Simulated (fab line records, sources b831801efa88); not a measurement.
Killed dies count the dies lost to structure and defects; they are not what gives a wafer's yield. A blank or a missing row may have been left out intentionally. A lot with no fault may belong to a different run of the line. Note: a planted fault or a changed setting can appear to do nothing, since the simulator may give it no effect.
fab line records ; flow gf180mcu
record: lots: 6; wafers: 18; last-day: 34
route steps=602 shown V2@388
lots untouched by any fault: they come from a run of this same line in which no faults occurred
start-h: hours from the record's opening day to when the first of the lot's shown wafers began ; wait-h: how many hours have passed since the lot's step before this one ; " same as the row above ; L1.1+2: a single row standing in for several wafers ; - no value present, or no start provided ; * or withheld: withheld ; < > ~ a bound
route shown NAME@n: names a module that has steps shown in the file, with the first one's number in the route ; usual: mean/standard deviation taken from wafers without a fault ; same: alike in all rows ; chamber/n: place in a boat ; sites: the reading at each site ; _std_site: standard deviation of those values ; _edge_site: mean of outer sites minus mean of inner sites ; radius-mm: how far each site lies from the wafer's centre ; mask NAME#n: copy n ; behind: the tool/chamber that last shaped the wafer ; hold: cause of the lot's hold/its duration in hours/its outcome ; device: transistor that didn't switch, given as n, p or np ; end of line: the route-end tests of the same wafers ; where a step has no rows: the recipe by itself ; killed: dies lost to structure and defects at the first sort, not the wafer's yield ; map: the dies of a wafer, with x for killed, . for not killed, _ for no die there
set.NAME: setting as actually run; set.NAME@STEP: the setting as run at that earlier step ; model.NAME: the simulator's own value behind a step, which no gauge read
lots at some steps of the route; a table a step, a row a wafer
services: when a tool's chamber went out of use (start-h, in hours from the record's first day, below 0 if earlier), for how many hours, and the reason
== steps ==
step: GF_V2_DEHYDRATE_06
recipe: temp-c: 200; time-s: 60
step: GF_V2_HMDS_07
recipe: prime-time-s: 60; prime-temp-c: 120
step: GF_V2_COAT_08
recipe: resist: BARC; temp-c: withheld; time-s: withheld; spin-rpm: withheld; resist-thk-nm: withheld
step: GF_V2_COAT_09
recipe: resist: KrF; spin-rpm: withheld; resist-thk-nm: 1000
step: GF_V2_SOFTBAKE_10
recipe: temp-c: 130.3; time-s: 60; resist: KrF
step: GF_V2_EXPOSE_11
recipe: mask-id: Via2; target-cd-nm: 260; na: 0.68; source-shape: conventional; sigma-outer: 0.6; dose-mj: 38
step: GF_V2_PEB_12
recipe: peb-temp-c: 135; peb-time-s: 90; resist: KrF
step: GF_V2_DEVELOP_13
recipe: develop-time-s: 60; resist: KrF; dev-temp-c: 21
step: GF_V2_CD_MEAS_14
recipe: target-cd-nm: 260
usual: cd-nm: 260.1/1.3
lot.wafer;tool;chamber;start-h;wait-h;cd-nm
L341.4;cd-sem-02;-;499.70;0.1;261.9
L341.5;cd-sem-02;-;499.70;0.1;260.3
L341.6;cd-sem-02;-;499.70;0.1;261.7
L342.1;cd-sem-01;-;504.57;0.2;259.7
L342.5;cd-sem-01;-;504.57;0.2;260.0
L342.6;cd-sem-01;-;504.57;0.2;258.9
L350.1;cd-sem-02;-;567.61;0.1;259.2
L350.2;cd-sem-02;-;567.61;0.1;258.9
L350.6;cd-sem-02;-;567.61;0.1;260.1
L351.3;cd-sem-01;-;574.74;0.1;259.0
L351.5;cd-sem-01;-;574.74;0.1;259.6
L351.6;cd-sem-01;-;574.74;0.1;259.1
L352.1;cd-sem-01;-;580.71;0.1;261.1
L352.4;cd-sem-01;-;580.71;0.1;260.1
L352.6;cd-sem-01;-;580.71;0.1;261.0
L359.1;cd-sem-01;-;633.19;0.1;261.3
L359.4;cd-sem-01;-;633.19;0.1;260.4
L359.6;cd-sem-01;-;633.19;0.1;260.3
step: GF_V2_OVL_MEAS_15
usual: V2_OVL: -2/6.3
lot.wafer;tool;chamber;start-h;wait-h;V2_OVL[nm]
L341.4;overlay-01;-;499.77;0.1;4
L341.5;overlay-01;-;499.77;0.1;8
L341.6;overlay-01;-;499.77;0.1;6
L342.1;overlay-01;-;504.69;0.1;0
L342.5;overlay-01;-;504.69;0.1;-3
L342.6;overlay-01;-;504.69;0.1;1
L350.1;overlay-01;-;567.73;0.1;0
L350.2;overlay-01;-;567.73;0.1;-7
L350.6;overlay-01;-;567.73;0.1;-8
L351.3;overlay-02;-;574.83;0.1;5
L351.5;overlay-02;-;574.83;0.1;8
L351.6;overlay-02;-;574.83;0.1;-1
L352.1;overlay-01;-;580.83;0.1;-1
L352.4;overlay-01;-;580.83;0.1;1
L352.6;overlay-01;-;580.83;0.1;10
L359.1;overlay-02;-;633.31;0.1;3
L359.4;overlay-02;-;633.31;0.1;-5
L359.6;overlay-02;-;633.31;0.1;1
step: GF_V2_ETCH_16
recipe: chemistry: N2/H2; target-depth-a: withheld; overetch-a: withheld; time-s: withheld; target: BARC; ion-energy-ev: 200; source-w: 500; bias-w: 100; pressure-mtorr: 30; n2-flow-sccm: 100; h2-flow-sccm: 200
usual: drypump-motor-current-A: 5.5/0.7; oes-product-au: 0.854/0.0045; throttle-valve-pct: 13.226/0.01
lot.wafer;tool;chamber;start-h;wait-h;drypump-motor-current-A;oes-product-au;throttle-valve-pct
L341.4;rie-diel-04;2;499.79;0.0;6.6;0.853;13.228
L341.5;rie-diel-04;3;499.79;0.0;6.4;0.858;13.219
L341.6;rie-diel-04;2;499.79;0.0;6.6;0.850;13.221
L342.1;rie-diel-03;1;504.72;0.0;5.4;0.856;13.213
L342.5;rie-diel-03;1;504.72;0.0;5.4;0.851;13.220
L342.6;rie-diel-03;2;504.72;0.0;5.3;0.851;13.242
L350.1;rie-diel-03;0;567.77;0.0;4.7;0.853;13.241
L350.2;rie-diel-03;3;567.77;0.0;4.7;0.853;13.233
L350.6;rie-diel-03;2;567.77;0.0;5.3;0.855;13.240
L351.3;rie-diel-04;1;574.85;0.0;5.3;0.845;13.240
L351.5;rie-diel-04;1;574.85;0.0;5.2;0.852;13.227
L351.6;rie-diel-04;0;574.85;0.0;4.9;0.852;13.249
L352.1;rie-diel-03;2;580.87;0.0;5.3;0.851;13.223
L352.4;rie-diel-03;1;580.87;0.0;5.5;0.864;13.212
L352.6;rie-diel-03;2;580.87;0.0;5.3;0.848;13.208
L359.1;rie-diel-04;3;633.34;0.0;6.4;0.849;13.220
L359.4;rie-diel-04;1;633.34;0.0;5.3;0.860;13.231
L359.6;rie-diel-04;3;633.34;0.0;6.4;0.855;13.211
step: GF_V2_ETCH_17
recipe: chemistry: C4F8/O2/Ar; mask-material: KrF; target: SiO2; stop-on: TiN; source-w: 1500; bias-w: 1200; pressure-mtorr: 40; c4f8-flow-sccm: withheld; O2_flow_sccm: 6; Ar_flow_sccm: 300; time-s: withheld; target-depth-a: 6300
usual: oes-product-au: 0.856/0.0041
lot.wafer;tool;chamber;start-h;wait-h;oes-product-au
L341.4;rie-diel-04;2;-;-;0.851
L341.5;rie-diel-04;3;-;-;0.857
L341.6;rie-diel-04;2;-;-;0.853
L342.1;rie-diel-03;1;-;-;0.857
L342.5;rie-diel-03;1;-;-;0.859
L342.6;rie-diel-03;2;-;-;0.865
L350.1;rie-diel-03;0;-;-;0.849
L350.2;rie-diel-03;3;-;-;0.850
L350.6;rie-diel-03;2;-;-;0.855
L351.3;rie-diel-04;1;-;-;0.851
L351.5;rie-diel-04;1;-;-;0.857
L351.6;rie-diel-04;0;-;-;0.861
L352.1;rie-diel-03;2;-;-;0.860
L352.4;rie-diel-03;1;-;-;0.845
L352.6;rie-diel-03;2;-;-;0.854
L359.1;rie-diel-04;3;-;-;0.851
L359.4;rie-diel-04;1;-;-;0.855
L359.6;rie-diel-04;3;-;-;0.860
step: GF_V2_STRIP_18
recipe: chemistry: O2/N2; power-w: 1400; pressure-mtorr: 1500; platen-temp-c: 250; o2-flow-sccm: 3000; n2-flow-sccm: 300; overash-fraction: 0.5
usual: chamber-pressure-mTorr: 1500.1/1.4; drypump-motor-current-A: 5.7/0.37; heater-power-w: 298/45; oes-product-au: 0.593/0.0051
lot.wafer;tool;chamber;start-h;wait-h;chamber-pressure-mTorr;drypump-motor-current-A;heater-power-w;oes-product-au;rf-hours-counter-h
L341.4;plasma-asher-04;0;499.96;-;1496.6;6.0;258;0.593;-
L341.5;plasma-asher-04;0;499.96;-;1500.3;6.0;268;0.593;-
L341.6;plasma-asher-04;1;499.96;-;1499.8;4.9;286;0.596;-
L342.1;plasma-asher-04;1;504.85;-;1499.5;4.8;291;0.581;8
L342.5;plasma-asher-04;0;504.85;-;1500.0;6.0;270;0.589;-
L342.6;plasma-asher-04;1;504.85;-;1501.6;4.8;296;0.597;-
L350.1;plasma-asher-01;1;567.90;-;-;-;-;-;-
L350.2;plasma-asher-01;0;567.90;-;-;-;-;-;-
L350.6;plasma-asher-01;1;567.90;-;-;-;-;-;-
L351.3;plasma-asher-04;1;575.02;-;-;-;-;-;-
L351.5;plasma-asher-04;1;575.02;-;-;-;-;-;-
L351.6;plasma-asher-04;0;575.02;-;-;-;-;-;-
L352.1;plasma-asher-01;1;581.00;-;1500.2;5.7;367;0.590;83
L352.4;plasma-asher-01;1;581.00;-;1501.5;5.7;349;0.595;-
L352.6;plasma-asher-01;0;581.00;-;1500.7;5.8;254;0.589;-
L359.1;plasma-asher-04;1;633.47;-;1499.7;4.8;292;0.587;20
L359.4;plasma-asher-04;1;633.47;-;1500.1;4.9;287;0.607;-
L359.6;plasma-asher-04;1;633.47;-;1502.0;4.9;292;0.595;-
step: GF_V2_STRIP_19
recipe: chemistry: post-etch-residue-remover; time-s: 1200; temp-c: 72.5
== services ==
tool;chamber;start-h;hours;kind
rie-diel-03;0;499.29;-;clean
rie-diel-03;0;499.29;16.4;scheduled-down
rie-diel-03;0;499.29;16.4;vent-cycle
rie-diel-04;2;500.08;15.3;repair
plasma-asher-04;-;506.35;3.5;repair
rie-diel-04;1;515.37;-;clean
rie-diel-04;1;515.37;33.1;scheduled-down
rie-diel-04;1;515.37;33.1;vent-cycle
plasma-asher-01;-;519.76;6.1;repair
rie-diel-03;2;520.94;-;clean
rie-diel-03;2;520.94;23.8;scheduled-down
rie-diel-03;2;520.94;23.8;vent-cycle
rie-diel-03;-;570.87;4.0;pm
rie-diel-03;-;592.00;2.8;pm
== key ==
first-sign: step: GF_V2_STRIP_18; reading: tool-record; direction: missing
effect none on later readings
met-at GF_V2_STRIP_18
struck-wafers L350.1,L350.2,L350.6,L351.3,L351.5,L351.6
later-rows-left-out L350.1,L350.2,L350.6,L351.3,L351.5,L351.6
sort-left-out L350.1,L350.2,L350.6,L351.3,L351.5,L351.6
onset-between 504.85 567.90
fault: kind: skipped-step-whole; tool: plasma-asher-01,plasma-asher-04; chamber: -; onset-h: 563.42; steps: GF_V2_STRIP_18; scope: struck-lots-only
sort-left-out: the simulated sort isn't trusted on such a fault, so these wafers' sort isn't shown, and their yield isn't known
later-rows-left-out: the simulator's readings of these wafers behind a module that went badly wrong aren't trusted and aren't shown, but for the sort
